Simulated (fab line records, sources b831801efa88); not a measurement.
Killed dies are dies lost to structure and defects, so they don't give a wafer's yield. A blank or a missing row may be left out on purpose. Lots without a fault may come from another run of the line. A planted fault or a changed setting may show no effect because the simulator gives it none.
Which tool did it? | flow gf180mcu | 24 lots, 72 wafers sampled, at 4 steps of a route of 602

WHAT THE GAUGES READ, wafer by wafer
GF_V3_THK_MEAS_25: measures by xrf.
lot  | measured     | on            | V3_W_THK (nm)
L074 | day 22 10:25 | film_metro-02 | 340 342 340
L075 | day 22 18:40 | film_metro-04 | 342 341 345
L076 | day 23 06:15 | film_metro-02 | 334 335 336
L077 | day 23 16:03 | film_metro-04 | 334 334 343
L078 | day 24 00:22 | film_metro-02 | 343 337 344
L079 | day 24 10:52 | film_metro-03 | 337 336 342
L080 | day 24 17:41 | film_metro-04 | 348 338 338
L081 | day 25 10:06 | film_metro-03 | 344 344 347
L082 | day 25 13:58 | film_metro-02 | 338 340 346
L083 | day 25 19:20 | film_metro-03 | 346 345 345
L084 | day 26 06:58 | film_metro-03 | 350 349 348
L085 | day 26 13:18 | film_metro-04 | 336 338 335
L086 | day 26 19:05 | film_metro-03 | 347 348 353
L087 | day 26 23:43 | film_metro-03 | 347 345 352
L088 | day 27 09:40 | film_metro-04 | 339 336 341
L089 | day 27 12:59 | film_metro-04 | 344 344 335
L090 | day 27 20:23 | film_metro-03 | 341 350 345
L091 | day 28 05:53 | film_metro-02 | 332 333 333
L092 | day 28 12:39 | film_metro-02 | 336 337 340
L093 | day 28 15:22 | film_metro-02 | 337 343 343
L094 | day 29 02:47 | film_metro-04 | 342 340 339
L095 | day 29 07:31 | film_metro-03 | 347 348 345
L096 | day 29 13:44 | film_metro-03 | 350 355 353
L097 | day 29 19:22 | film_metro-02 | 332 335 334

WHICH TOOL RAN EACH LOT (tool, then ch and the chambers of the sampled wafers, then the start)
lot  | GF_V1_SPUTTER_22             | GF_M2_SPUTTER_02             | GF_M2_STRIP_17
L074 | pvd_sputter-02, day 18 04:16 | pvd_sputter-03, day 18 05:02 | plasma_asher-03 ch 0,1, day 19 05:02
L075 | pvd_sputter-03, day 18 11:06 | pvd_sputter-04, day 18 11:52 | plasma_asher-04 ch 0,1, day 19 12:28
L076 | pvd_sputter-04, day 19 00:49 | pvd_sputter-04, day 19 01:35 | plasma_asher-04 ch 1, day 20 02:14
L077 | pvd_sputter-03, day 19 09:46 | pvd_sputter-01, day 19 10:32 | plasma_asher-02 ch 0,1, day 20 11:20
L078 | pvd_sputter-02, day 19 18:16 | pvd_sputter-03, day 19 19:02 | plasma_asher-02 ch 0,1, day 20 19:54
L079 | pvd_sputter-04, day 20 06:38 | pvd_sputter-01, day 20 07:23 | plasma_asher-04 ch 0,1, day 21 07:35
L080 | pvd_sputter-04, day 20 14:04 | pvd_sputter-01, day 20 14:56 | plasma_asher-04 ch 0,1, day 21 15:04
L081 | pvd_sputter-02, day 21 07:50 | pvd_sputter-04, day 21 08:35 | plasma_asher-03 ch 0,1, day 22 08:20
L082 | pvd_sputter-03, day 21 12:16 | pvd_sputter-04, day 21 13:01 | plasma_asher-02 ch 0,1, day 22 13:34
L083 | pvd_sputter-04, day 21 18:52 | pvd_sputter-03, day 21 19:37 | plasma_asher-04 ch 0, day 22 19:37
L084 | pvd_sputter-04, day 22 08:07 | pvd_sputter-03, day 22 08:52 | plasma_asher-02 ch 0,1, day 23 08:35
L085 | pvd_sputter-03, day 22 14:30 | pvd_sputter-04, day 22 15:16 | plasma_asher-04 ch 0,1, day 23 14:49
L086 | pvd_sputter-02, day 22 20:28 | pvd_sputter-03, day 22 21:14 | plasma_asher-02 ch 1, day 23 20:25
L087 | pvd_sputter-02, day 23 02:58 | pvd_sputter-01, day 23 03:44 | plasma_asher-04 ch 0,1, day 24 02:48
L088 | pvd_sputter-04, day 23 13:14 | pvd_sputter-01, day 23 14:04 | plasma_asher-02 ch 0,1, day 24 12:29
L089 | pvd_sputter-02, day 23 16:45 | pvd_sputter-04, day 23 17:31 | plasma_asher-03 ch 0,1, day 24 16:16
L090 | pvd_sputter-04, day 24 02:13 | pvd_sputter-01, day 24 02:59 | plasma_asher-03 ch 0,1, day 25 01:20
L091 | pvd_sputter-02, day 24 11:40 | pvd_sputter-03, day 24 12:26 | plasma_asher-02 ch 0,1, day 25 10:53
L092 | pvd_sputter-03, day 24 18:46 | pvd_sputter-04, day 24 19:31 | plasma_asher-02 ch 0,1, day 25 17:17
L093 | pvd_sputter-03, day 24 23:00 | pvd_sputter-01, day 24 23:46 | plasma_asher-04 ch 0,1, day 25 21:13
L094 | pvd_sputter-04, day 25 10:10 | pvd_sputter-03, day 25 11:02 | plasma_asher-04 ch 0,1, day 26 08:59
L095 | pvd_sputter-03, day 25 16:23 | pvd_sputter-04, day 25 17:16 | plasma_asher-04 ch 0,1, day 26 15:08
L096 | pvd_sputter-03, day 26 00:20 | pvd_sputter-04, day 26 01:06 | plasma_asher-02 ch 0,1, day 26 21:52
L097 | pvd_sputter-03, day 26 05:37 | pvd_sputter-04, day 26 06:38 | plasma_asher-03 ch 1, day 27 02:49
- GF_V1_SPUTTER_22: material TiN, target thk 10 nm, time 40 s.
- GF_M2_SPUTTER_02: material AlCu, target thk 450 nm, time 23.9 s.
- GF_M2_STRIP_17: strips in O2/N2.

WHAT THE TOOLS THEMSELVES READ (means of the sampled wafers that have a number; where no wafer has one, the mark that the record gives instead)
GF_V1_SPUTTER_22.
lot  | tool           | throttle_valve_pct (%)
L074 | pvd_sputter-02 | 28.7
L075 | pvd_sputter-03 | 30.8
L076 | pvd_sputter-04 | 30.1
L077 | pvd_sputter-03 | 30.2
L078 | pvd_sputter-02 | 28.8
L079 | pvd_sputter-04 | 30.3
L080 | pvd_sputter-04 | 30.1
L081 | pvd_sputter-02 | 27.8
L082 | pvd_sputter-03 | 30.7
L083 | pvd_sputter-04 | 30.1
L084 | pvd_sputter-04 | 29.7
L085 | pvd_sputter-03 | 30.2
L086 | pvd_sputter-02 | 29.5
L087 | pvd_sputter-02 | 28.4
L088 | pvd_sputter-04 | 29.6
L089 | pvd_sputter-02 | 30.0
L090 | pvd_sputter-04 | 30.3
L091 | pvd_sputter-02 | 29.5
L092 | pvd_sputter-03 | 30.3
L093 | pvd_sputter-03 | 30.1
L094 | pvd_sputter-04 | 30.1
L095 | pvd_sputter-03 | 30.8
L096 | pvd_sputter-03 | 30.4
L097 | pvd_sputter-03 | 30.6

GF_M2_SPUTTER_02.
lot  | tool           | throttle_valve_pct (%)
L074 | pvd_sputter-03 | 30.3
L075 | pvd_sputter-04 | 29.4
L076 | pvd_sputter-04 | 30.1
L077 | pvd_sputter-01 | 29.3
L078 | pvd_sputter-03 | 30.3
L079 | pvd_sputter-01 | 30.4
L080 | pvd_sputter-01 | 30.3
L081 | pvd_sputter-04 | 30.3
L082 | pvd_sputter-04 | 30.5
L083 | pvd_sputter-03 | 30.2
L084 | pvd_sputter-03 | 30.5
L085 | pvd_sputter-04 | 30.1
L086 | pvd_sputter-03 | 30.2
L087 | pvd_sputter-01 | 29.7
L088 | pvd_sputter-01 | 29.8
L089 | pvd_sputter-04 | 30.5
L090 | pvd_sputter-01 | 30.2
L091 | pvd_sputter-03 | 30.2
L092 | pvd_sputter-04 | 30.3
L093 | pvd_sputter-01 | 30.3
L094 | pvd_sputter-03 | 30.4
L095 | pvd_sputter-04 | 30.1
L096 | pvd_sputter-04 | 30.0
L097 | pvd_sputter-04 | 30.7

GF_M2_STRIP_17.
lot  | tool            | drypump_motor_current_A (A) | heater_power_w (W) | oes_product_au (a.u.) | strip_time_to_endpoint_s (s)
L074 | plasma_asher-03 | 5.48                        | 324                | 0.539                 | 7.42
L075 | plasma_asher-04 | 5.38                        | 350                | 0.541                 | 7.41
L076 | plasma_asher-04 | 5.28                        | 371                | 0.540                 | 7.42
L077 | plasma_asher-02 | 5.73                        | 326                | 0.533                 | 7.36
L078 | plasma_asher-02 | 5.77                        | 332                | 0.537                 | 7.41
L079 | plasma_asher-04 | 5.38                        | 352                | 0.537                 | 7.40
L080 | plasma_asher-04 | 5.46                        | 332                | 0.532                 | 7.35
L081 | plasma_asher-03 | 5.62                        | 323                | 0.542                 | 7.41
L082 | plasma_asher-02 | 5.92                        | 325                | 0.539                 | 7.45
L083 | plasma_asher-04 | 5.58                        | 310                | 0.530                 | 7.35
L084 | plasma_asher-02 | 5.74                        | 327                | 0.534                 | 7.42
L085 | plasma_asher-04 | 5.39                        | 350                | 0.538                 | 7.44
L086 | plasma_asher-02 | 6.11                        | 324                | 0.539                 | 7.42
L087 | plasma_asher-04 | 5.45                        | 329                | 0.538                 | 7.43
L088 | plasma_asher-02 | 5.93                        | 322                | 0.537                 | 7.38
L089 | plasma_asher-03 | 5.46                        | 321                | 0.541                 | 7.42
L090 | plasma_asher-03 | 5.65                        | 323                | 0.536                 | 7.39
L091 | plasma_asher-02 | 5.92                        | 332                | 0.537                 | 7.44
L092 | plasma_asher-02 | 5.92                        | 328                | 0.532                 | 7.36
L093 | plasma_asher-04 | 5.46                        | 334                | 0.541                 | 7.43
L094 | plasma_asher-04 | 5.36                        | 349                | 0.538                 | 7.44
L095 | plasma_asher-04 | 5.37                        | 349                | 0.538                 | 7.41
L096 | plasma_asher-02 | 5.92                        | 327                | 0.532                 | 7.37
L097 | plasma_asher-03 | 5.34                        | 320                | 0.540                 | 7.43

THE ANSWER, worked out from the rows above alone
Rule: what is usual is taken from the lots themselves. Put in order of their means at a reading, lots are off if they are a third of the lots or fewer, leave a main group of 4 or more, and stand apart from it by a gap of 3 or more times the standard deviation of the main group's means; of several such gaps the widest counts. A main group whose means are all the same, to the digits that the tables above print for the reading, isn't used. A lot without any number at a reading at which 4 lots or more have one is off too. The other lots that the step has rows for count as sound. The gauges are gone through in route order, then the tools' own readings, and for those a lot's mean is taken as printed above. The first step at which some lot is off is used, and at that step the reading that is off furthest; a lot without a number counts as furthest.
No lot is off at any reading shown: from this, nothing can be told.

WHAT THE SIMULATOR HAD PUT IN
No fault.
